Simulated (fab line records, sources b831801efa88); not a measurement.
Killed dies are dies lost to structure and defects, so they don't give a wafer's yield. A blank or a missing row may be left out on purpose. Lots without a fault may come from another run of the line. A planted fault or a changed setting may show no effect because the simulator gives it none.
Problem report in the 8D (eight disciplines) form, filled by code | flow gf180mcu | the parts of the form that need people (team, actions taken, sign-off) are left out

1. THE PROBLEM
NSD_RS at GF_PSD_RS_MEAS_14 reads a mean of 46.92 ohm/sq on 6 wafers of 2 lots; wafers without a fault read 46.12 ohm/sq with a standard deviation of 0.082. That is +9.7 standard deviations from the usual mean.
The step: measures by four-point-probe.
First seen on wafer L585.1, day 17 08:23, on film_metro-04. The record holds 42 wafers of 14 lots with a number at this step. Rule for "out", or "out of limits": more than 4 standard deviations from the usual mean. The other wafers with a number count as sound.

2. WHAT IT IS AND WHAT IT IS NOT
question                    | is                           | is not
which readings at this step | NSD_RS                       | -
which lots                  | L585, L586                   | L576, L581, L588, L591, L592, L593, L594, L595, L596, L597, L598, L599
which wafers of those lots  | all that have a number       | -
read on which gauges        | film_metro-01, film_metro-04 | film_metro-02
when                        | from day 17 08:23            | up to then (6 sound wafers); but 30 sound wafers of L588, L591, L592, L593, L594, L595, L596, L597, L598, L599 came after

3. SUSPECTS, AND WHAT RULES EACH OUT
Counting: a tool at a process step up to the reading stays a suspect if it ran every lot that is out and no sound lot after the first of them.
- the gauge at GF_PSD_RS_MEAS_14: ruled out. The wafers that are out were read on 2 gauges (film_metro-01, film_metro-04).
- implanter-02 at GF_NSD_IMPLANT_10: ruled out as a lasting fault. Sound lots L596 ran on it after its first lot that is out, L585 (day 16 08:58).
Left after counting: nothing in the record.

4. THE CAUSE (what the simulator had put in)
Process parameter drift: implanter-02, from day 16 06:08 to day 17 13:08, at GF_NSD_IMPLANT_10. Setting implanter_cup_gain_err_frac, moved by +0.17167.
Counting ruled it out, wrongly: the rule takes a fault to strike every lot that its tool runs from its start on, and this one did not.

5. THE CHAIN OF EFFECTS, in route order
Each row: a reading whose mean over the struck wafers that have a number lies more than 3 standard deviations from the usual. Only readings for which the record gives a usual standard deviation are gone through. hours: the time from each lot's start at the first step in this table that gives one to its start at this step, as a median over the lots. sigmas: the change in usual standard deviations.
hours | step              | reading            | usual        | on struck wafers | change | sigmas
0     | GF_NSD_IMPLANT_10 | beam_on_s          | 10.01 s      | 8.56             | -1.45  | -7.6
0     | GF_NSD_IMPLANT_10 | faraday_current_uA | 2785         | 3257             | +472   | +9.2
23    | GF_PSD_RS_MEAS_14 | NSD_RS             | 46.12 ohm/sq | 46.92            | +0.80  | +9.7
The process steps in it:
- GF_NSD_IMPLANT_10
Later measuring or inspecting steps at which every struck wafer that the step has a row for has a number for every such reading, and none has moved that far: GF_SAB_CD_MEAS_09.

6. WHAT WOULD HAVE CAUGHT IT SOONER
In this record the first reading out of limits at a measuring or inspecting step was taken at day 17 08:23, 26 hours after the fault began at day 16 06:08.
The tool's own readings at GF_NSD_IMPLANT_10 were out on every struck wafer that the step has a row for (beam_on_s, faraday_current_uA): an alarm limit on them would have fired on the first of those.
